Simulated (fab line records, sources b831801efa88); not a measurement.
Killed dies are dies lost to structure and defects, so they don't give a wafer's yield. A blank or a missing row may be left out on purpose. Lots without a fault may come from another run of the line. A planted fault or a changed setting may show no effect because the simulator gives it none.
A struck lot beside a sound one | flow sky130 | 41 steps out of a route of 708
Sound: wafers L591.2, L591.4, L591.5. Struck: wafers L603.1, L603.2, L603.3. The cause comes at the end.
At each step with rows: each side's tool, then ch and its chambers, then its first start. Under that, the readings that differ: sound wafers | struck wafers | difference of the means | sigmas: that difference in standard deviations of wafers without a fault.
alike: readings whose means differ by less than 2 such deviations, and words and numbers that are the same on both sides. not compared: withheld readings, readings that some wafer has no value for, bounds like >300 that may hide the same value, and numbers for which the record gives no deviation and whose values overlap.
The two part at a step that has a row with sigmas, a row that says differs or no value, or rows on one side only. Numbers that don't overlap but have no deviation are shown without sigmas and don't part them. A reading that every wafer of one side lacks parts them only if that side has two wafers or more.

first, 5 steps without rows for these wafers: SKY_GATE_OXIDE_COAT_05 (resist thk 1140 nm); SKY_GATE_OXIDE_SOFTBAKE_06 (time 60 s); SKY_GATE_OXIDE_EXPOSE_07 (exposes mask LVOM, target cd 600 nm); SKY_GATE_OXIDE_PEB_08; SKY_GATE_OXIDE_DEVELOP_09 (develop time 60 s).
SKY_GATE_OXIDE_OVL_MEAS_10:
  sound on overlay-02, day 15 16:54; struck on overlay-01, day 19 19:34
  alike: GATE_OXIDE_OVL
then, 2 steps without rows for these wafers: SKY_GATE_OXIDE_IMPLANT_11; SKY_GATE_OXIDE_WET_ETCH_12 (etches SiO2 in dHF, target depth 16.8 nm, time 336 s).
SKY_GATE_OXIDE_STRIP_13: strips in O2/N2.
  sound on plasma_asher-04 ch 0,1, day 15 17:17; struck on plasma_asher-03 ch 0,1, day 19 19:58
  alike: drypump_motor_current_A, oes_product_au, strip_time_to_endpoint_s
  not compared: rf_hours_counter_h
SKY_GATE_OXIDE_TW_MEAS_14:
  sound on film_metro-04, day 15 17:23; struck on film_metro-01, day 19 20:04
  alike: GATE_OXIDE_TW
then, 2 steps without rows for these wafers: SKY_GATE_OXIDE_CLEAN_15 (cleans in SC1/SC2, time 150 s); SKY_GATE_OXIDE_OXIDATION_16 (stabilise 600 s, purge 300 s, target thk 3.57 nm).
SKY_POLY_GATE_CVD_00: deposits poly-Si, target thk 180 nm, time 720 s.
  sound on lpcvd-01 ch 1, day 16 00:59; struck on lpcvd-01 ch 0, day 19 22:17
  reading                                       | sound             | struck            | difference | sigmas
  model.poly-Si_of_POLY_GATE_CVD_00.thk_nm (nm) | 180.3 181.7 180.3 | 232.7 233.3 235.1 | +52.9      |
  alike: spike_tc_lower_C, spike_tc_upper_C
SKY_POLY_GATE_THK_MEAS_01:
  sound on film_metro-02, day 16 02:48; struck on film_metro-02, day 19 23:29
  reading                   | sound             | struck            | difference | sigmas
  POLY_GATE_CVD_00_THK (nm) | 180.3 181.7 180.2 | 232.7 233.3 235.1 | +53.0      | +41
then, 8 steps without rows for these wafers: SKY_RES_PROTECT_DEHYDRATE_00 (time 60 s); SKY_RES_PROTECT_HMDS_01 (prime time 60 s); SKY_RES_PROTECT_COAT_02 (resist thk 1140 nm); SKY_RES_PROTECT_SOFTBAKE_03 (time 60 s); SKY_RES_PROTECT_EXPOSE_04 (exposes mask RPM, target cd 1270 nm); SKY_RES_PROTECT_PEB_05; SKY_RES_PROTECT_DEVELOP_06 (develop time 60 s); SKY_POLY_GATE_IMPLANT_02.
SKY_RES_PROTECT_STRIP_07: strips in O2/N2.
  sound on plasma_asher-04 ch 0,1, day 17 05:56; struck on plasma_asher-02 ch 0,1, day 21 06:10
  alike: drypump_motor_current_A, oes_product_au, strip_time_to_endpoint_s
  not compared: rf_hours_counter_h
SKY_RES_PROTECT_TW_MEAS_08:
  sound on film_metro-03, day 17 06:03; struck on film_metro-02, day 21 06:16
  reading      | sound          | struck         | difference | sigmas
  POLY_GATE_TW | 4081 4077 4097 | 4009 3989 4011 | -82        | -2
SKY_RES_PROTECT_CLEAN_09: cleans in SC1/SC2, time 150 s.
  sound on wet_bench-04 ch 0, day 17 06:10; struck on wet_bench-03 ch 3, day 21 06:20
  reading                                       | sound             | struck            | difference | sigmas
  model.poly-Si_of_POLY_GATE_CVD_00.thk_nm (nm) | 179.7 181.1 179.6 | 232.1 232.7 234.5 | +53.0      |
then, 1 step without rows for these wafers: SKY_POLY_GATE_CVD_03 (deposits Si3N4 from DCS/NH3, target thk 75 nm, time 1290 s).
SKY_POLY_GATE_THK_MEAS_04:
  sound on film_metro-02, day 17 08:41; struck on film_metro-02, day 21 07:44
  alike: POLY_GATE_CVD_03_THK
then, 8 steps without rows for these wafers: SKY_POLY_GATE_DEHYDRATE_05 (time 60 s); SKY_POLY_GATE_HMDS_06 (prime time 60 s); SKY_POLY_GATE_COAT_07 (resist thk 110 nm); SKY_POLY_GATE_COAT_08 (resist thk 450 nm); SKY_POLY_GATE_SOFTBAKE_09 (time 90 s); SKY_POLY_GATE_EXPOSE_10 (exposes mask P1M, target cd 150 nm); SKY_POLY_GATE_PEB_11; SKY_POLY_GATE_DEVELOP_12 (develop time 60 s).
SKY_POLY_GATE_CD_MEAS_13: target cd 150 nm.
  sound on cd_sem-01, day 18 13:34; struck on cd_sem-01, day 22 14:20
  alike: cd_nm
SKY_POLY_GATE_OVL_MEAS_14:
  sound on overlay-01, day 18 13:40; struck on overlay-01, day 22 14:28
  alike: POLY_GATE_OVL
SKY_POLY_GATE_ETCH_15: etches BARC in N2/H2, stops on SiO2, time 118.5 s, target depth 110 nm.
  sound on rie_diel-03 ch 1,3, day 18 13:41; struck on rie_diel-02 ch 1,2,3, day 22 14:29
  alike: drypump_motor_current_A, oes_product_au, throttle_valve_pct
  not compared: rf_hours_counter_h
SKY_POLY_GATE_ETCH_16: etches Si3N4 in CH3F/O2, stops on poly-Si, time 147.5 s, target depth 75 nm.
  sound on rie_diel-03 ch 1,3, day 18 13:47; struck on rie_diel-02 ch 1,2,3, day 22 14:35
  alike: drypump_motor_current_A, oes_product_au, throttle_valve_pct
  not compared: rf_hours_counter_h
SKY_POLY_GATE_ETCH_17: etches poly-Si in HBr/Cl2, stops on SiO2, target depth 180 nm, time 70.5 s.
  sound on rie_si-02 ch 1,3, day 18 13:53; struck on rie_si-01 ch 0,1,2, day 22 14:41
  alike: drypump_motor_current_A, oes_product_au, throttle_valve_pct
  not compared: rf_hours_counter_h, model.etch.depth_nm, model.POLY_GATE.feature_depth_nm
SKY_POLY_GATE_STRIP_18: strips in O2/N2.
  sound on plasma_asher-02 ch 0,1, day 18 13:56; struck on plasma_asher-03 ch 0,1, day 22 14:44
  alike: drypump_motor_current_A, oes_product_au, strip_time_to_endpoint_s
  not compared: rf_hours_counter_h

WHERE THEY PART
First at SKY_POLY_GATE_THK_MEAS_01; last, within this record, at SKY_RES_PROTECT_TW_MEAS_08. Later steps at which nothing parts them and some readings are alike: SKY_POLY_GATE_THK_MEAS_04, SKY_POLY_GATE_CD_MEAS_13, SKY_POLY_GATE_OVL_MEAS_14, SKY_POLY_GATE_ETCH_15, SKY_POLY_GATE_ETCH_16, SKY_POLY_GATE_ETCH_17, SKY_POLY_GATE_STRIP_18.

WHY: what the simulator had put in
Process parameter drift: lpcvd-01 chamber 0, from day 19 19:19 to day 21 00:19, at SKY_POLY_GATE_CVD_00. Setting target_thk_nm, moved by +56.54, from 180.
